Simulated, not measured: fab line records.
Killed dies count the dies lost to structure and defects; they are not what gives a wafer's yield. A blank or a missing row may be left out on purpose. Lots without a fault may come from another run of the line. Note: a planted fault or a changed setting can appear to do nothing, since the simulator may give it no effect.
fab line records	flow gf180mcu
record lots=24	wafers=72	last_day=34
route steps=602 shown HV_LDD@186 NSD@247 SAB@275 SALICIDE@284 MIM@512
lots that met no fault: from a run of the same line without faults
start_h: hours from the record's first day to the start of the lot's first wafer shown	wait_h: how many hours have passed since the lot's step before this one	" as in the row above	L1.1+2: one row covering several wafers at once	- no value present, or no start provided	* or withheld: withheld	< > ~ a bound
route shown NAME@n: a module of which the file shows steps, and the number in the route of the first	usual: average and standard deviation across the fault-free wafers	same: alike in all rows	chamber/n: place in a boat	sites: per-site readings	_std_site: standard deviation of those values	_edge_site: outer sites' mean less inner sites'	radius_mm: how far each site lies from the wafer's centre	mask NAME#n: copy n	behind: the most recent tool/chamber to have shaped the wafer	hold: why the lot went on hold/how many hours it stayed there/how the hold came to an end	device: which transistor (n, p or np) failed to switch	end of line: tests of these same wafers at the route's end	where a step has no rows: the recipe by itself	killed: dies lost to structure and defects at the first sort, not the wafer's yield	map: dies across one wafer; x = killed, . = not, _ = none there
set.NAME: the setting the step ran with; set.NAME@STEP: the setting that earlier step ran with	model.NAME: the simulator's own value behind a step, which no gauge read
one table for each step of the route and one row for each wafer, over a sample of lots
services: the hour from which a tool's chamber was out of use, counted from the record's first day as start_h (under 0 if before that day), plus the number of hours and why
## steps
# step GF_HV_LDD_STRIP_10
# recipe chemistry=O2/N2	power_w=1400	pressure_mtorr=1500	platen_temp_c=250	o2_flow_sccm=3000	n2_flow_sccm=300	overash_fraction=0.5
# usual drypump_motor_current_A=5.73/0.29	heater_power_w=335/33	oes_product_au=0.716/0.0048	strip_time_to_endpoint_s=12.64/0.035
lot.wafer	tool	chamber	start_h	wait_h	drypump_motor_current_A	heater_power_w	oes_product_au	rf_hours_counter_h	strip_time_to_endpoint_s
L074.1	plasma_asher-04	0	211.30	0.1	5.78	314	0.714	43	12.62
L074.3	"	0	"	"	5.76	307	0.716	-	12.59
L074.6	"	0	"	"	5.77	313	0.713	-	12.64
L075.2	plasma_asher-02	1	218.29	0.1	5.17	296	0.716	11	12.62
L075.3	"	1	"	"	5.20	278	0.718	-	12.63
L075.4	"	0	"	"	6.14	314	0.712	-	12.61
L076.1	plasma_asher-04	0	219.36	0.1	5.81	307	0.710	44	12.66
L076.3	"	1	"	"	5.71	343	0.721	-	12.66
L076.4	"	0	"	"	5.78	319	0.724	-	12.69
L077.3	plasma_asher-01	1	225.96	0.1	5.65	381	0.717	-	12.61
L077.4	"	0	"	"	5.91	359	0.718	-	12.58
L077.6	"	0	"	"	5.94	366	0.718	-	12.60
L078.2	plasma_asher-04	1	236.01	0.1	5.73	343	0.716	46	12.59
L078.5	"	1	"	"	5.73	346	0.714	-	12.56
L078.6	"	0	"	"	5.80	310	0.708	-	12.64
L079.1	plasma_asher-02	0	244.66	0.1	6.15	325	0.719	14	12.65
L079.4	"	0	"	"	6.14	321	0.721	-	12.64
L079.6	"	1	"	"	5.18	298	0.718	-	12.63
L080.4	plasma_asher-04	0	249.04	0.1	5.79	307	0.712	-	12.67
L080.5	"	0	"	"	5.82	307	0.723	-	12.66
L080.6	"	1	"	"	5.71	338	0.722	-	12.64
L081.2	plasma_asher-04	1	257.34	0.1	5.74	355	0.714	48	12.59
L081.3	"	0	"	"	5.78	310	0.720	-	12.58
L081.4	"	1	"	"	5.72	341	0.704	-	12.56
L082.3	plasma_asher-01	1	267.22	0.1	5.63	390	0.724	-	12.67
L082.4	"	0	"	"	5.87	367	0.714	-	12.67
L082.6	"	1	"	"	5.62	377	0.716	-	12.63
L084.1	plasma_asher-01	1	279.39	0.1	5.63	387	0.711	57	12.65
L084.4	"	0	"	"	5.94	365	0.710	-	12.64
L084.6	"	0	"	"	5.93	359	0.723	-	12.65
L083.3	plasma_asher-02	1	279.39	0.1	5.20	286	0.703	-	12.62
L083.5	"	0	"	"	6.15	323	0.718	-	12.60
L083.6	"	1	"	"	5.18	285	0.713	-	12.65
L085.3	plasma_asher-02	0	284.67	0.1	6.13	326	0.713	-	12.66
L085.4	"	1	"	"	5.17	292	0.712	-	12.62
L085.5	"	1	"	"	5.16	288	0.713	-	12.61
L086.1	plasma_asher-04	1	293.13	0.1	5.70	346	0.717	52	12.64
L086.3	"	1	"	"	5.70	340	0.713	-	12.61
L086.4	"	0	"	"	5.81	308	0.721	-	12.60
L087.2	plasma_asher-04	1	309.38	0.1	5.71	342	0.719	54	12.66
L087.4	"	0	"	"	5.81	303	0.711	-	12.72
L087.6	"	0	"	"	5.81	313	0.724	-	12.70
L088.2	plasma_asher-02	1	309.56	0.1	5.23	281	0.711	19	12.65
L088.3	"	1	"	"	5.14	290	0.714	-	12.66
L088.4	"	0	"	"	6.14	331	0.711	-	12.69
L089.1	plasma_asher-01	0	325.96	0.1	5.91	361	0.706	62	12.66
L089.2	"	1	"	"	5.59	390	0.712	62	12.69
L089.6	"	0	"	"	5.87	364	0.711	-	12.65
L090.2	plasma_asher-02	1	326.89	0.1	5.16	286	0.717	21	12.67
L090.3	"	0	"	"	6.15	323	0.714	-	12.66
L090.5	"	1	"	"	5.15	284	0.713	-	12.66
L091.1	plasma_asher-02	1	335.44	0.1	5.17	290	0.721	22	12.58
L091.2	"	0	"	"	6.12	322	0.715	22	12.56
L091.6	"	1	"	"	5.17	292	0.714	-	12.61
L093.1	plasma_asher-01	0	346.66	0.1	5.86	355	0.711	65	12.62
L093.5	"	1	"	"	5.67	382	0.713	-	12.59
L093.6	"	0	"	"	5.86	365	0.717	-	12.61
L092.1	plasma_asher-04	1	346.96	0.1	5.73	354	0.713	59	12.69
L092.3	"	1	"	"	5.73	347	0.716	-	12.68
L092.4	"	0	"	"	5.83	310	0.726	-	12.65
L094.3	plasma_asher-01	1	353.87	0.1	5.67	390	0.715	-	12.67
L094.4	"	0	"	"	5.85	357	0.715	-	12.69
L094.6	"	1	"	"	5.66	393	0.712	-	12.66
L095.2	plasma_asher-01	1	366.84	0.1	5.60	379	0.717	67	12.61
L095.5	"	1	"	"	5.61	379	0.715	-	12.64
L095.6	"	0	"	"	5.88	369	0.717	-	12.61
L096.1	plasma_asher-02	0	366.98	0.1	6.17	320	0.711	26	12.66
L096.3	"	0	"	"	6.14	327	0.712	-	12.61
L096.5	"	1	"	"	5.19	286	0.714	-	12.62
L097.3	plasma_asher-01	1	380.21	0.1	5.65	379	0.726	-	12.69
L097.4	"	0	"	"	5.90	363	0.718	-	12.66
L097.6	"	1	"	"	5.61	380	0.711	-	12.68
# step GF_HV_LDD_STRIP_49
# recipe chemistry=O2/N2	power_w=1400	pressure_mtorr=1500	platen_temp_c=250	o2_flow_sccm=3000	n2_flow_sccm=300	overash_fraction=0.5
# usual drypump_motor_current_A=5.7/0.3	heater_power_w=327/30	oes_product_au=0.716/0.0051	strip_time_to_endpoint_s=12.65/0.034
lot.wafer	tool	chamber	start_h	wait_h	drypump_motor_current_A	heater_power_w	oes_product_au	rf_hours_counter_h	strip_time_to_endpoint_s
L074.1	plasma_asher-01	0	267.49	0.1	5.8	365	0.718	55	12.72
L074.3	"	0	"	"	5.9	363	0.718	-	12.71
L074.6	"	0	"	"	5.9	362	0.724	-	12.63
L075.2	plasma_asher-02	1	274.24	0.1	5.2	296	0.711	16	12.68
L075.3	"	0	"	"	6.1	333	0.715	-	12.66
L075.4	"	1	"	"	5.2	289	0.719	-	12.67
L076.1	plasma_asher-04	0	276.33	0.1	5.8	306	0.707	50	12.62
L076.3	"	1	"	"	5.7	351	0.717	-	12.68
L076.4	"	0	"	"	5.8	308	0.710	-	12.62
L077.3	plasma_asher-04	1	284.07	0.1	5.7	351	0.716	-	12.69
L077.4	"	0	"	"	5.8	313	0.712	-	12.71
L077.6	"	1	"	"	5.7	353	0.716	-	12.67
L078.2	plasma_asher-04	0	294.53	0.1	5.8	315	0.716	52	12.64
L078.5	"	1	"	"	5.7	348	0.718	-	12.60
L078.6	"	0	"	"	5.8	311	0.709	-	12.61
L079.1	plasma_asher-01	1	302.06	0.1	5.6	383	0.723	59	12.64
L079.4	"	0	"	"	5.9	366	0.709	-	12.63
L079.6	"	1	"	"	5.7	389	0.725	-	12.61
L080.4	plasma_asher-04	1	308.34	0.1	5.7	349	0.717	-	12.62
L080.5	"	0	"	"	5.8	308	0.715	-	12.63
L080.6	"	1	"	"	5.7	356	0.717	-	12.66
L081.2	plasma_asher-04	1	317.53	0.1	5.7	359	0.709	55	12.58
L081.3	"	0	"	"	5.8	313	0.710	-	12.61
L081.4	"	1	"	"	5.7	341	0.719	-	12.65
L082.3	plasma_asher-02	0	327.81	0.1	6.1	315	0.712	-	12.60
L082.4	"	1	"	"	5.2	281	0.721	-	12.58
L082.6	"	0	"	"	6.1	317	0.714	-	12.60
L083.3	plasma_asher-04	1	341.46	0.1	5.7	341	0.723	-	12.65
L083.5	"	1	"	"	5.7	348	0.725	-	12.62
L083.6	"	0	"	"	5.8	306	0.712	-	12.68
L084.1	plasma_asher-02	1	342.16	0.1	5.2	291	0.713	23	12.65
L084.4	"	0	"	"	6.2	323	0.717	-	12.63
L084.6	"	1	"	"	5.2	279	0.711	-	12.69
L085.3	plasma_asher-02	0	348.84	0.1	6.1	326	0.722	-	12.63
L085.4	"	1	"	"	5.2	287	0.708	-	12.63
L085.5	"	0	"	"	6.2	325	0.709	-	12.62
L086.1	plasma_asher-02	1	356.14	0.1	5.2	284	0.723	25	12.63
L086.3	"	0	"	"	6.2	326	0.718	-	12.68
L086.4	"	1	"	"	5.2	292	0.719	-	12.68
L087.2	plasma_asher-01	0	375.31	0.1	5.9	359	0.718	68	12.64
L087.4	"	1	"	"	5.6	392	0.721	-	12.66
L087.6	"	0	"	"	5.9	363	0.721	-	12.68
L088.2	plasma_asher-02	1	375.44	0.1	5.2	291	0.712	27	12.62
L088.3	"	0	"	"	6.2	329	0.720	-	12.64
L088.4	"	1	"	"	5.2	282	0.720	-	12.65
L089.1	plasma_asher-02	0	395.84	0.1	6.1	324	0.714	30	12.65
L089.2	"	1	"	"	5.2	290	0.716	30	12.61
L089.6	"	1	"	"	5.2	289	0.718	-	12.64
L090.2	plasma_asher-04	1	396.03	0.1	5.7	348	0.715	64	12.69
L090.3	"	1	"	"	5.7	334	0.714	-	12.67
L090.5	"	0	"	"	5.8	315	0.712	-	12.68
L091.1	plasma_asher-01	1	406.53	0.1	5.6	392	0.715	71	12.65
L091.2	"	0	"	"	5.9	360	0.709	71	12.61
L091.6	"	1	"	"	5.6	394	0.713	-	12.63
L093.1	plasma_asher-02	1	416.88	0.1	5.2	287	0.728	32	12.67
L093.5	"	1	"	"	5.1	292	0.714	-	12.70
L093.6	"	0	"	"	6.1	330	0.715	-	12.67
L092.1	plasma_asher-04	0	417.18	0.1	5.8	304	0.716	67	12.65
L092.3	"	1	"	"	5.7	342	0.711	-	12.63
L092.4	"	0	"	"	5.8	314	0.720	-	12.68
L094.3	plasma_asher-04	0	424.67	0.1	5.8	307	0.715	-	12.64
L094.4	"	1	"	"	5.7	346	0.715	-	12.67
L094.6	"	0	"	"	5.8	307	0.711	-	12.62
L095.2	plasma_asher-04	1	438.33	0.1	5.7	340	0.721	69	12.64
L095.5	"	1	"	"	5.7	347	0.715	-	12.66
L095.6	"	0	"	"	5.7	301	0.710	-	12.61
L096.1	plasma_asher-02	0	438.63	0.1	6.2	325	0.713	35	12.71
L096.3	"	1	"	"	5.2	289	0.709	-	12.66
L096.5	"	0	"	"	6.1	325	0.709	-	12.68
L097.3	plasma_asher-04	0	453.81	0.1	5.8	315	0.722	-	12.61
L097.4	"	1	"	"	5.7	348	0.706	-	12.64
L097.6	"	1	"	"	5.7	347	0.726	-	12.67
# step GF_NSD_TW_MEAS_12
# usual NSD_TW=4234/31
lot.wafer	tool	chamber	start_h	wait_h	NSD_TW
L074.1	film_metro-04	-	292.13	0.1	4252
L074.3	"	-	"	"	4223
L074.6	"	-	"	"	4250
L075.2	film_metro-01	-	303.29	0.1	4238
L075.3	"	-	"	"	4232
L075.4	"	-	"	"	4225
L076.1	film_metro-04	-	304.54	0.1	4227
L076.3	"	-	"	"	4219
L076.4	"	-	"	"	4257
L077.3	film_metro-04	-	310.66	0.1	4231
L077.4	"	-	"	"	4241
L077.6	"	-	"	"	4227
L078.2	film_metro-04	-	320.89	0.1	4195
L078.5	"	-	"	"	4216
L078.6	"	-	"	"	4205
L079.1	film_metro-03	-	325.19	0.1	4252
L079.4	"	-	"	"	4235
L079.6	"	-	"	"	4255
L080.4	film_metro-03	-	332.10	0.1	4222
L080.5	"	-	"	"	4229
L080.6	"	-	"	"	4226
L081.2	film_metro-01	-	345.38	0.1	4269
L081.3	"	-	"	"	4305
L081.4	"	-	"	"	4298
L082.3	film_metro-01	-	355.44	0.1	4274
L082.4	"	-	"	"	4293
L082.6	"	-	"	"	4267
L083.3	film_metro-01	-	368.36	0.1	4289
L083.5	"	-	"	"	4277
L083.6	"	-	"	"	4271
L084.1	film_metro-01	-	368.97	0.1	4263
L084.4	"	-	"	"	4246
L084.6	"	-	"	"	4265
L085.3	film_metro-03	-	375.06	0.1	4218
L085.4	"	-	"	"	4200
L085.5	"	-	"	"	4212
L086.1	film_metro-04	-	381.92	0.1	4220
L086.3	"	-	"	"	4213
L086.4	"	-	"	"	4223
L087.2	film_metro-04	-	401.38	0.1	4189
L087.4	"	-	"	"	4184
L087.6	"	-	"	"	4180
L088.2	film_metro-04	-	402.39	0.1	4204
L088.3	"	-	"	"	4200
L088.4	"	-	"	"	4181
L089.1	film_metro-04	-	424.02	0.1	4227
L089.2	"	-	"	"	4250
L089.6	"	-	"	"	4249
L090.2	film_metro-03	-	424.68	0.1	4224
L090.3	"	-	"	"	4226
L090.5	"	-	"	"	4195
L091.1	film_metro-03	-	433.93	0.1	4181
L091.2	"	-	"	"	4190
L091.6	"	-	"	"	4176
L093.1	film_metro-04	-	446.13	0.1	4232
L093.5	"	-	"	"	4232
L093.6	"	-	"	"	4210
L092.1	film_metro-03	-	446.43	0.1	4195
L092.3	"	-	"	"	4211
L092.4	"	-	"	"	4197
L094.3	film_metro-01	-	453.05	0.1	4276
L094.4	"	-	"	"	4283
L094.6	"	-	"	"	4295
L095.2	film_metro-04	-	466.30	0.1	4210
L095.5	"	-	"	"	4221
L095.6	"	-	"	"	4222
L096.1	film_metro-03	-	466.88	0.1	4253
L096.3	"	-	"	"	4222
L096.5	"	-	"	"	4247
L097.3	film_metro-03	-	481.89	0.1	4254
L097.4	"	-	"	"	4245
L097.6	"	-	"	"	4234
# step GF_SAB_ETCH_11
# recipe chemistry=C4F8/O2/Ar	mask_material=NOVOLAK	target=SiO2	target_depth_nm=55	source_w=1500	bias_w=1200	pressure_mtorr=40	c4f8_flow_sccm=withheld	O2_flow_sccm=6	Ar_flow_sccm=300	time_s=8.5
# usual oes_product_au=1.000/0.011
lot.wafer	tool	chamber	start_h	wait_h	oes_product_au	rf_hours_counter_h
L074.1	rie_diel-01	1	332.38	0.0	0.984	40
L074.3	"	2	"	"	0.992	116
L074.6	"	3	"	"	1.010	-
L075.2	rie_diel-02	0	346.03	0.0	1.008	115
L075.3	"	1	"	"	1.014	25
L075.4	"	2	"	"	0.990	11
L076.1	rie_diel-03	3	347.52	0.0	1.006	10
L076.3	"	0	"	"	0.994	49
L076.4	"	1	"	"	1.008	6
L077.3	rie_diel-02	0	352.86	0.0	0.994	115
L077.4	"	3	"	"	0.989	113
L077.6	"	0	"	"	1.000	-
L078.2	rie_diel-01	2	364.58	0.0	0.984	117
L078.5	"	2	"	"	0.989	-
L078.6	"	1	"	"	1.005	-
L079.1	rie_diel-01	1	370.68	0.0	0.989	41
L079.4	"	0	"	"	1.003	18
L079.6	"	3	"	"	1.013	-
L080.4	rie_diel-02	3	377.13	0.0	0.992	-
L080.5	"	1	"	"	1.010	-
L080.6	"	2	"	"	0.998	-
L081.2	rie_diel-02	3	391.46	0.0	0.995	114
L081.3	"	2	"	"	0.995	12
L081.4	"	1	"	"	0.999	-
L082.3	rie_diel-02	1	401.51	0.0	1.000	26
L082.4	"	2	"	"	1.001	-
L082.6	"	0	"	"	0.991	-
L083.3	rie_diel-03	3	415.83	0.0	1.022	13
L083.5	"	2	"	"	1.002	-
L083.6	"	1	"	"	1.014	-
L084.1	rie_diel-02	1	416.11	0.0	1.011	26
L084.4	"	1	"	"	1.022	-
L084.6	"	2	"	"	0.991	-
L085.3	rie_diel-01	0	423.21	0.0	1.005	19
L085.4	"	2	"	"	0.980	0
L085.5	"	1	"	"	0.992	-
L086.1	rie_diel-03	0	430.98	0.0	0.995	51
L086.3	"	3	"	"	1.017	13
L086.4	"	2	"	"	1.009	5
L087.2	rie_diel-01	2	450.66	0.0	0.986	1
L087.4	"	0	"	"	1.005	-
L087.6	"	2	"	"	0.991	-
L088.2	rie_diel-02	1	452.02	0.0	0.998	27
L088.3	"	0	"	"	0.993	2
L088.4	"	2	"	"	1.003	13
L089.1	rie_diel-03	0	474.26	0.0	0.990	52
L089.2	"	1	"	"	1.006	9
L089.6	"	1	"	"	0.998	-
L090.2	rie_diel-01	2	474.56	0.0	0.992	2
L090.3	"	1	"	"	0.980	44
L090.5	"	0	"	"	1.013	-
L091.1	rie_diel-02	0	483.62	0.0	0.997	3
L091.2	"	3	"	"	0.983	2
L091.6	"	0	"	"	0.992	-
L093.1	rie_diel-01	3	495.87	0.0	1.009	0
L093.5	"	0	"	"	1.008	-
L093.6	"	2	"	"	0.977	-
L092.1	rie_diel-02	0	496.01	0.0	0.989	3
L092.3	"	2	"	"	0.994	15
L092.4	"	3	"	"	0.982	2
L094.3	rie_diel-03	2	502.16	0.0	1.017	6
L094.4	"	1	"	"	1.016	10
L094.6	"	2	"	"	1.009	-
L095.2	rie_diel-03	1	514.56	0.0	1.021	10
L095.5	"	0	"	"	0.986	-
L095.6	"	1	"	"	1.016	-
L096.1	rie_diel-01	1	515.62	0.0	1.002	45
L096.3	"	2	"	"	0.987	3
L096.5	"	2	"	"	0.992	-
L097.3	rie_diel-01	0	528.72	0.0	1.013	22
L097.4	"	3	"	"	1.025	1
L097.6	"	2	"	"	1.004	-
# step GF_SALICIDE_RTA_06
# recipe temp_c=530	time_s=30	ambient=N2
# usual lamp_power_pct=6.16/0.19	wafer_temp_C_max=532.3/0.63
lot.wafer	tool	chamber	start_h	wait_h	lamp_power_pct	wafer_temp_C_max
L074.1	rtp_anneal-02	0	332.97	0.1	6.33	531.0
L074.3	"	0	"	"	6.34	531.7
L074.6	"	0	"	"	6.33	531.4
L075.2	rtp_anneal-01	0	346.63	0.1	5.94	532.6
L075.3	"	0	"	"	5.95	532.7
L075.4	"	0	"	"	5.95	532.0
L076.1	rtp_anneal-02	0	348.10	0.1	6.33	531.7
L076.3	"	0	"	"	6.33	532.0
L076.4	"	0	"	"	6.34	532.1
L077.3	rtp_anneal-01	0	353.48	0.1	5.95	533.0
L077.4	"	0	"	"	5.94	533.0
L077.6	"	0	"	"	5.94	532.8
L078.2	rtp_anneal-01	0	365.17	0.1	5.95	532.2
L078.5	"	0	"	"	5.95	532.6
L078.6	"	0	"	"	5.94	533.0
L079.1	rtp_anneal-01	0	371.25	0.1	5.94	532.0
L079.4	"	0	"	"	5.94	534.1
L079.6	"	0	"	"	5.95	532.2
L080.4	rtp_anneal-02	0	377.74	0.1	6.33	531.3
L080.5	"	0	"	"	6.33	531.9
L080.6	"	0	"	"	6.33	531.4
L081.2	rtp_anneal-01	0	392.05	0.1	5.94	532.3
L081.3	"	0	"	"	5.96	532.9
L081.4	"	0	"	"	5.94	532.3
L082.3	rtp_anneal-02	0	402.11	0.1	6.34	531.7
L082.4	"	0	"	"	6.33	532.0
L082.6	"	0	"	"	6.33	531.1
L083.3	rtp_anneal-02	0	416.43	0.1	6.34	532.0
L083.5	"	0	"	"	6.33	531.4
L083.6	"	0	"	"	6.33	531.6
L084.1	rtp_anneal-02	0	416.69	0.1	6.33	532.0
L084.4	"	0	"	"	6.33	532.0
L084.6	"	0	"	"	6.33	533.2
L085.3	rtp_anneal-01	0	423.81	0.1	5.94	532.5
L085.4	"	0	"	"	5.94	533.2
L085.5	"	0	"	"	5.95	532.4
L086.1	rtp_anneal-01	0	431.57	0.1	5.95	532.4
L086.3	"	0	"	"	5.95	533.0
L086.4	"	0	"	"	5.95	532.3
L087.2	rtp_anneal-02	0	451.25	0.1	6.33	532.4
L087.4	"	0	"	"	6.34	532.0
L087.6	"	0	"	"	6.33	532.1
L088.2	rtp_anneal-02	0	452.61	0.1	6.33	532.2
L088.3	"	0	"	"	6.32	532.2
L088.4	"	0	"	"	6.34	532.6
L089.1	rtp_anneal-02	0	474.83	0.1	6.34	532.2
L089.2	"	0	"	"	6.33	532.4
L089.6	"	0	"	"	6.33	532.3
L090.2	rtp_anneal-02	0	475.15	0.1	6.33	531.6
L090.3	"	0	"	"	6.34	532.3
L090.5	"	0	"	"	6.34	532.2
L091.1	rtp_anneal-02	0	484.19	0.1	6.34	532.1
L091.2	"	0	"	"	6.35	532.5
L091.6	"	0	"	"	6.34	532.3
L093.1	rtp_anneal-02	0	496.45	0.1	6.33	531.6
L093.5	"	0	"	"	6.33	532.2
L093.6	"	0	"	"	6.33	532.0
L092.1	rtp_anneal-01	0	496.58	0.1	5.95	533.6
L092.3	"	0	"	"	5.94	532.2
L092.4	"	0	"	"	5.94	533.6
L094.3	rtp_anneal-02	0	502.76	0.1	6.33	532.3
L094.4	"	0	"	"	6.34	531.9
L094.6	"	0	"	"	6.33	531.8
L095.2	rtp_anneal-01	0	515.16	0.1	5.94	533.4
L095.5	"	0	"	"	5.95	532.4
L095.6	"	0	"	"	5.94	533.6
L096.1	rtp_anneal-01	0	516.20	0.1	5.95	533.8
L096.3	"	0	"	"	5.93	533.0
L096.5	"	0	"	"	5.94	532.6
L097.3	rtp_anneal-01	0	529.32	0.1	5.95	532.8
L097.4	"	0	"	"	5.94	532.6
L097.6	"	0	"	"	5.95	532.5
# step GF_MIM_SPUTTER_09
# recipe material=TiN	target_thk_nm=35	power_w=6500	time_s=29.2	chamber_pressure_pa=0.4
# usual chamber_pressure_pa=0.4000/0.00082	throttle_valve_pct=30.3/0.95
lot.wafer	tool	chamber	start_h	wait_h	chamber_pressure_pa	throttle_valve_pct
L074.1	pvd_sputter-04	-	560.61	0.0	0.3991	31.3
L074.3	"	-	"	"	0.4003	31.0
L074.6	"	-	"	"	0.4008	30.7
L075.2	pvd_sputter-04	-	573.16	0.0	0.4000	29.8
L075.3	"	-	"	"	0.3995	31.2
L075.4	"	-	"	"	0.3998	31.0
L076.1	pvd_sputter-02	-	575.79	0.0	0.4009	28.9
L076.3	"	-	"	"	0.3993	30.1
L076.4	"	-	"	"	0.3993	29.9
L077.3	pvd_sputter-03	-	579.26	0.0	0.3999	31.5
L077.4	"	-	"	"	0.3998	28.2
L077.6	"	-	"	"	0.4001	29.5
L078.2	pvd_sputter-03	-	589.11	0.0	0.4000	29.5
L078.5	"	-	"	"	0.4004	31.2
L078.6	"	-	"	"	0.3995	30.4
L079.1	pvd_sputter-04	-	595.39	0.0	0.4005	31.4
L079.4	"	-	"	"	0.4009	31.0
L079.6	"	-	"	"	0.4010	31.2
L080.4	pvd_sputter-02	-	600.76	0.0	0.4001	29.3
L080.5	"	-	"	"	0.3990	29.0
L080.6	"	-	"	"	0.4011	30.0
L081.2	pvd_sputter-03	-	613.86	0.0	0.4003	30.4
L081.3	"	-	"	"	0.4005	29.7
L081.4	"	-	"	"	0.3984	31.5
L082.3	pvd_sputter-04	-	622.90	0.0	0.3995	31.1
L082.4	"	-	"	"	0.4002	30.8
L082.6	"	-	"	"	0.3996	30.8
L083.3	pvd_sputter-03	-	633.35	0.0	0.4000	29.7
L083.5	"	-	"	"	0.3994	29.7
L083.6	"	-	"	"	0.4004	30.5
L084.1	pvd_sputter-02	-	633.66	0.0	0.3993	31.4
L084.4	"	-	"	"	0.3989	29.2
L084.6	"	-	"	"	0.3997	30.2
L085.3	pvd_sputter-03	-	641.72	0.0	0.3996	29.9
L085.4	"	-	"	"	0.3984	31.6
L085.5	"	-	"	"	0.4008	30.8
L086.1	pvd_sputter-03	-	647.90	0.0	0.3999	29.7
L086.3	"	-	"	"	0.4006	28.4
L086.4	"	-	"	"	0.3991	30.5
L087.2	pvd_sputter-04	-	664.15	0.0	0.3999	30.4
L087.4	"	-	"	"	0.3999	31.0
L087.6	"	-	"	"	0.4001	31.2
L088.2	pvd_sputter-04	-	666.41	0.0	0.3994	30.9
L088.3	"	-	"	"	0.3996	31.4
L088.4	"	-	"	"	0.4002	30.9
L089.1	pvd_sputter-03	-	682.19	0.0	0.3985	29.7
L089.2	"	-	"	"	0.3996	28.2
L089.6	"	-	"	"	0.3985	29.8
L090.2	pvd_sputter-02	-	682.52	0.0	0.4004	30.3
L090.3	"	-	"	"	0.4013	31.7
L090.5	"	-	"	"	0.4010	29.2
L091.1	pvd_sputter-03	-	689.71	0.0	0.3990	28.2
L091.2	"	-	"	"	0.4011	31.5
L091.6	"	-	"	"	0.3996	29.7
L093.1	pvd_sputter-03	-	699.36	0.0	0.4004	28.1
L093.5	"	-	"	"	0.4010	28.5
L093.6	"	-	"	"	0.3996	30.7
L092.1	pvd_sputter-04	-	700.67	0.0	0.3995	31.5
L092.3	"	-	"	"	0.4003	30.7
L092.4	"	-	"	"	0.3992	30.8
L094.3	pvd_sputter-03	-	704.06	0.0	0.4008	29.7
L094.4	"	-	"	"	0.3997	28.5
L094.6	"	-	"	"	0.3994	28.2
L095.2	pvd_sputter-03	-	712.27	0.0	0.4008	31.5
L095.5	"	-	"	"	0.4004	28.5
L095.6	"	-	"	"	0.4000	29.9
L096.1	pvd_sputter-04	-	713.78	0.0	0.3987	31.5
L096.3	"	-	"	"	0.4009	29.8
L096.5	"	-	"	"	0.3998	30.9
L097.3	pvd_sputter-02	-	725.28	0.0	0.3994	30.0
L097.4	"	-	"	"	0.4002	31.4
L097.6	"	-	"	"	0.4003	30.4
## services
tool	chamber	start_h	hours	kind
pvd_sputter-03	-	200.11	93.0	repair
plasma_asher-02	-	205.67	0.4	repair
rie_diel-02	-	222.35	4.3	pm
rie_diel-01	-	240.56	0.7	repair
plasma_asher-01	-	246.30	4.7	repair
plasma_asher-02	-	257.19	14.6	pm
rtp_anneal-02	-	257.71	3.9	pm
rie_diel-01	1	266.51	10.5	repair
plasma_asher-02	-	275.41	2.8	repair
rie_diel-01	1	305.05	5.2	repair
rie_diel-01	3	316.83	6.4	repair
rie_diel-01	0	319.47	16.3	repair
plasma_asher-04	-	379.11	3.7	repair
rtp_anneal-01	-	381.13	3.7	pm
plasma_asher-01	-	421.33	9.0	pm
plasma_asher-04	-	441.86	0.8	repair
plasma_asher-02	-	497.61	15.7	repair
plasma_asher-01	-	500.46	1.3	repair
plasma_asher-02	-	538.74	2.8	pm
plasma_asher-01	-	543.80	6.1	repair
plasma_asher-04	-	551.22	2.8	pm
pvd_sputter-03	-	622.75	1.1	repair
plasma_asher-02	-	683.21	26.3	repair
plasma_asher-01	-	689.27	11.0	repair
## key
fault none
